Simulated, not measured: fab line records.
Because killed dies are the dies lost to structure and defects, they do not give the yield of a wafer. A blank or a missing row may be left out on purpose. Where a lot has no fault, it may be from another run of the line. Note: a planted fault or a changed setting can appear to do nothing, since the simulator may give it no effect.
Matching of chambers / flow gf180mcu / rieDiel-01 running GF_POLY_GATE_ETCH_12: 3 sister chambers
The step etches BARC in N2/H2. 14 wafers are shown with their chamber, then 7 later ones without.

## WAFERS PAIRED WITH THEIR CHAMBERS
wafer=L383.1; chamber=2; drypumpMotorCurrentA (A)=5.8; oesProductAu (a.u.)=0.740; throttleValvePct (%)=13.214
wafer=L383.5; chamber=1; drypumpMotorCurrentA (A)=5.5; oesProductAu (a.u.)=0.739; throttleValvePct (%)=13.213
wafer=L383.6; chamber=2; drypumpMotorCurrentA (A)=5.8; oesProductAu (a.u.)=0.740; throttleValvePct (%)=13.201
wafer=L384.1; chamber=2; drypumpMotorCurrentA (A)=5.8; oesProductAu (a.u.)=0.743; throttleValvePct (%)=13.239
wafer=L384.3; chamber=0; drypumpMotorCurrentA (A)=6.3; oesProductAu (a.u.)=0.734; throttleValvePct (%)=13.210
wafer=L384.4; chamber=2; drypumpMotorCurrentA (A)=5.8; oesProductAu (a.u.)=0.734; throttleValvePct (%)=13.229
wafer=L385.1; chamber=1; drypumpMotorCurrentA (A)=5.4; oesProductAu (a.u.)=0.734; throttleValvePct (%)=13.220
wafer=L385.2; chamber=2; drypumpMotorCurrentA (A)=5.8; oesProductAu (a.u.)=0.736; throttleValvePct (%)=13.224
wafer=L385.5; chamber=0; drypumpMotorCurrentA (A)=6.3; oesProductAu (a.u.)=0.739; throttleValvePct (%)=13.205
wafer=L386.1; chamber=2; drypumpMotorCurrentA (A)=5.8; oesProductAu (a.u.)=0.739; throttleValvePct (%)=13.209
wafer=L386.3; chamber=0; drypumpMotorCurrentA (A)=6.3; oesProductAu (a.u.)=0.734; throttleValvePct (%)=13.221
wafer=L386.4; chamber=1; drypumpMotorCurrentA (A)=5.5; oesProductAu (a.u.)=0.739; throttleValvePct (%)=13.217
wafer=L391.2; chamber=0; drypumpMotorCurrentA (A)=6.3; oesProductAu (a.u.)=0.732; throttleValvePct (%)=13.218
wafer=L391.4; chamber=0; drypumpMotorCurrentA (A)=6.3; oesProductAu (a.u.)=0.735; throttleValvePct (%)=13.222

SIGNATURES (averages over the wafers above)
reading=drypumpMotorCurrentA; chamber 0=6.300; chamber 1=5.467; chamber 2=5.800; scatter within a chamber=0.0246
reading=oesProductAu; chamber 0=0.73480; chamber 1=0.73733; chamber 2=0.73867; scatter within a chamber=0.00294
reading=throttleValvePct; chamber 0=13.21520; chamber 1=13.21667; chamber 2=13.21933; scatter within a chamber=0.0105
Rule: a wafer's distance from a chamber is the root of the sum, over the readings, of the square of ((its reading less the chamber's mean) divided by the reading's scatter). If the next closest chamber is less than 2 further off than the closest, the wafer can't be placed; otherwise it belongs to the closest. How the scatter is found: for the shown wafers, subtract from each reading the mean of its chamber, square and add these, divide the total by (wafers less chambers), then take the root.

## WAFERS WITHOUT THEIR CHAMBER
wafer=L391.5; drypumpMotorCurrentA (A)=5.8; oesProductAu (a.u.)=0.736; throttleValvePct (%)=13.217
wafer=L402.3; drypumpMotorCurrentA (A)=5.8; oesProductAu (a.u.)=0.738; throttleValvePct (%)=13.212
wafer=L402.4; drypumpMotorCurrentA (A)=5.4; oesProductAu (a.u.)=0.732; throttleValvePct (%)=13.215
wafer=L402.6; drypumpMotorCurrentA (A)=5.5; oesProductAu (a.u.)=0.734; throttleValvePct (%)=13.207
wafer=L403.3; drypumpMotorCurrentA (A)=6.3; oesProductAu (a.u.)=0.739; throttleValvePct (%)=13.219
wafer=L403.4; drypumpMotorCurrentA (A)=6.3; oesProductAu (a.u.)=0.740; throttleValvePct (%)=13.218
wafer=L403.5; drypumpMotorCurrentA (A)=5.5; oesProductAu (a.u.)=0.737; throttleValvePct (%)=13.229

## EACH ONE'S CHAMBER
wafer=L391.5; from the rows above=2; in truth=2
wafer=L402.3; from the rows above=2; in truth=2
wafer=L402.4; from the rows above=1; in truth=1
wafer=L402.6; from the rows above=1; in truth=1
wafer=L403.3; from the rows above=0; in truth=0
wafer=L403.4; from the rows above=0; in truth=0
wafer=L403.5; from the rows above=1; in truth=1
Correctly placed: 7 of 7. Left unplaced by these rows: 0. Wrongly placed: 0.
